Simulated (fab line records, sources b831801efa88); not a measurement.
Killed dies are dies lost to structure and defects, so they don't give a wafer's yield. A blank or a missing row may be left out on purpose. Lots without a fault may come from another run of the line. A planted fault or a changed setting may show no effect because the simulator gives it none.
A struck lot beside a sound one | flow sky130 | 43 steps out of a route of 708
Sound: wafers L163.4, L163.5, L163.6. Struck: wafers L169.4, L169.5. (L169.3 of the same lot was not struck and is left out.) The cause comes at the end.
At each step with rows: each side's tool, then ch and its chambers, then its first start. Under that, the readings that differ: sound wafers | struck wafers | difference of the means | sigmas: that difference in standard deviations of wafers without a fault.
alike: readings whose means differ by less than 2 such deviations, and words and numbers that are the same on both sides. not compared: withheld readings, readings that some wafer has no value for, bounds like >300 that may hide the same value, and numbers for which the record gives no deviation and whose values overlap.
The two part at a step that has a row with sigmas, a row that says differs or no value, or rows on one side only. Numbers that don't overlap but have no deviation are shown without sigmas and don't part them. A reading that every wafer of one side lacks parts them only if that side has two wafers or more.

SKY_VIA3_CMP_02: polishes SiO2.
  sound on cmp-01 ch 0,2,3, day 39 11:07; struck on cmp-02 ch 1, day 41 09:31
  alike: motor_current_A
SKY_VIA3_BOW_MEAS_03:
  sound on film_metro-01, day 39 11:23; struck on film_metro-04, day 41 09:52
  alike: VIA3_BOW
then, 8 steps without rows for these wafers: SKY_VIA3_DEHYDRATE_04 (time 60 s); SKY_VIA3_HMDS_05 (prime time 60 s); SKY_VIA3_COAT_06 (resist thk 60 nm); SKY_VIA3_COAT_07 (resist thk 450 nm); SKY_VIA3_SOFTBAKE_08 (time 90 s); SKY_VIA3_EXPOSE_09 (exposes mask VIM3, target cd 200 nm); SKY_VIA3_PEB_10; SKY_VIA3_DEVELOP_11 (develop time 60 s).
SKY_VIA3_CD_MEAS_12: target cd 200 nm.
  sound on cd_sem-01, day 40 12:02; struck on cd_sem-02, day 42 09:28
  alike: cd_nm
SKY_VIA3_OVL_MEAS_13:
  sound on overlay-01, day 40 12:07; struck on overlay-02, day 42 09:33
  alike: VIA3_OVL
SKY_VIA3_ETCH_14: etches BARC in N2/H2, stops on SiO2, time 45.9 s, target depth 60 nm.
  sound on rie_diel-04 ch 1,2,3, day 40 12:08; struck on rie_diel-03 ch 1, day 42 09:34
  alike: drypump_motor_current_A, oes_product_au, throttle_valve_pct
  not compared: rf_hours_counter_h
SKY_VIA3_ETCH_15: etches SiO2 in C4F8/O2/Ar, stops on TiN, target depth 507 nm, time 78 s.
  sound on rie_diel-04 ch 1,2,3, day 40 12:10; struck on rie_diel-03 ch 1, day 42 09:37
  alike: oes_product_au
  not compared: rf_hours_counter_h
SKY_VIA3_STRIP_16: strips in O2/N2.
  sound on plasma_asher-01 ch 0,1, day 40 12:16; struck on plasma_asher-02 ch 0, day 42 09:43
  reading                      | sound             | struck      | difference | sigmas
  drypump_motor_current_A (A)  | 5.73 5.76 5.74    | 6.37 6.37   | +0.63      | +2
  strip_time_to_endpoint_s (s) | 4.142 4.175 4.117 | 4.104 4.083 | -0.051     | -2
  alike: oes_product_au
  not compared: rf_hours_counter_h
then, 5 steps without rows for these wafers: SKY_VIA3_STRIP_17 (strips in post etch residue remover, time 1200 s); SKY_VIA3_CLEAN_18 (cleans in IPA, time 180 s); SKY_VIA3_CLEAN_19 (cleans in O3/DIW); SKY_VIA3_SPUTTER_20 (material TiN, target thk 20 nm, time 80 s); SKY_VIA3_CVD_21 (deposits W, target thk 390 nm, time 117.31 s).
SKY_VIA3_RS_MEAS_22: measures by four-point-probe.
  sound on film_metro-01, day 40 13:04; struck on film_metro-01, day 42 10:29
  alike: VIA3_W_RS
SKY_VIA3_THK_MEAS_23: measures by xrf.
  sound on film_metro-01, day 40 13:10; struck on film_metro-01, day 42 10:35
  alike: VIA3_W_THK
then, 5 steps without rows for these wafers: SKY_VIA3_CMP_24 (polishes, stops on SiO2, t overpolish 20 s, target thk 0 nm); SKY_METAL4_SPUTTER_00 (material Ti, target thk 15 nm, time 10 s); SKY_METAL4_SPUTTER_01 (material TiN, target thk 20 nm, time 16.7 s); SKY_METAL4_SPUTTER_02 (material AlCu, target thk 735 nm, time 39.1 s); SKY_METAL4_SPUTTER_03 (material Ti, target thk 5 nm, time 3.3 s).
SKY_METAL4_SPUTTER_04: material TiN, target thk 70 nm, time 58.3 s.
  sound on pvd_sputter-03, day 40 13:43; struck on pvd_sputter-04, day 42 11:02
  alike: throttle_valve_pct
then, 1 step without rows for these wafers: SKY_CAP2M_CVD_00 (deposits SiO2, target thk 15.5 nm).
SKY_CAP2M_THK_MEAS_01:
  sound on film_metro-04, day 40 13:49; struck on film_metro-01, day 42 11:08
  alike: CAP2M_CVD_00_THK
SKY_CAP2M_SPUTTER_02: material TiN, target thk 200 nm, time 166.7 s.
  sound on pvd_sputter-01, day 40 13:51; struck on pvd_sputter-01, day 42 11:10
  alike: susceptor_temp_C, throttle_valve_pct
SKY_CAP2M_RS_MEAS_03: measures by four-point-probe.
  sound on film_metro-01, day 40 14:01; struck on film_metro-04, day 42 11:19
  reading               | sound          | struck    | difference | sigmas
  CAP2M_TIN_RS (ohm/sq) | 7.08 7.08 6.98 | 6.89 6.85 | -0.18      | -2
SKY_CAP2M_THK_MEAS_04: measures by xrf.
  sound on film_metro-01, day 40 14:07; struck on film_metro-04, day 42 11:25
  alike: CAP2M_TIN_THK
then, 7 steps without rows for these wafers: SKY_CAP2M_DEHYDRATE_05 (time 60 s); SKY_CAP2M_HMDS_06 (prime time 60 s); SKY_CAP2M_COAT_07 (resist thk 1140 nm); SKY_CAP2M_SOFTBAKE_08 (time 60 s); SKY_CAP2M_EXPOSE_09 (exposes mask CAP2M, target cd 1000 nm); SKY_CAP2M_PEB_10; SKY_CAP2M_DEVELOP_11 (develop time 60 s).
SKY_CAP2M_OVL_MEAS_12:
  sound on overlay-02, day 41 14:50; struck on overlay-02, day 43 10:23
  alike: CAP2M_OVL
then, 1 step without rows for these wafers: SKY_CAP2M_METAL_ETCH_13 (etches TiN in Cl2/BCl3, stops on SiO2, target depth 220 nm, time 62.9 s).
-- the record jumps here: 5 days lie between the struck wafers' starts before and after (it left off in module CAP2M and takes up again in module PAD_OPEN, whose first step shown is number 708 of the route) --
SKY_PAD_OPEN_PROBE_99:
  sound on prober-01, day 46 15:17; struck on prober-02, day 48 04:13
  reading                               | sound             | struck      | difference | sigmas
  defect_limited_yield (%)              | 83.5 78.7 84.1    | 75.2 76.8   | -6.1       | -3
  killed_at_M0_to_M3                    | 44 69 38          | 76 73       | +24        | +3
  killed_at_M4_up                       | 2 1 1             | 6 6         | +5         | +2
  killed_dies                           | 81 105 78         | 122 114     | +30        | +3
  sort_bin_5_function (%)               | 9.3 11.2 10.2     | 16.1 16.1   | +5.9       | +4
  sort_n_pass                           | 411 387 414       | 370 378     | -30        | -3
  sort_yield_pct (%)                    | 83.5 78.7 84.1    | 75.2 76.8   | -6.1       | -3
  model.etest.tester.sort_n_pass        | 411 387 414       | 370 378     | -30        |
  model.etest.tester.sort_yield_pct (%) | 83.54 78.66 84.15 | 75.2 76.83  | -6.1       |
  model.etest.tester.sort_bin_5_pct (%) | 9.35 11.18 10.16  | 16.06 16.06 | +5.83      |
  model.etest.tester.sort_bin_3_pct (%) | 1.423 1.423 1.016 | 1.829 2.033 | +0.644     |
  alike: killed_at_contacts, killed_at_front_end, killed_at_other, killed_open, killed_short, sort_bin_3_pad_short, sort_bin_6_memory

WHERE THEY PART
First at SKY_VIA3_STRIP_16; last, within this record, at SKY_PAD_OPEN_PROBE_99.

WHY: what the simulator had put in
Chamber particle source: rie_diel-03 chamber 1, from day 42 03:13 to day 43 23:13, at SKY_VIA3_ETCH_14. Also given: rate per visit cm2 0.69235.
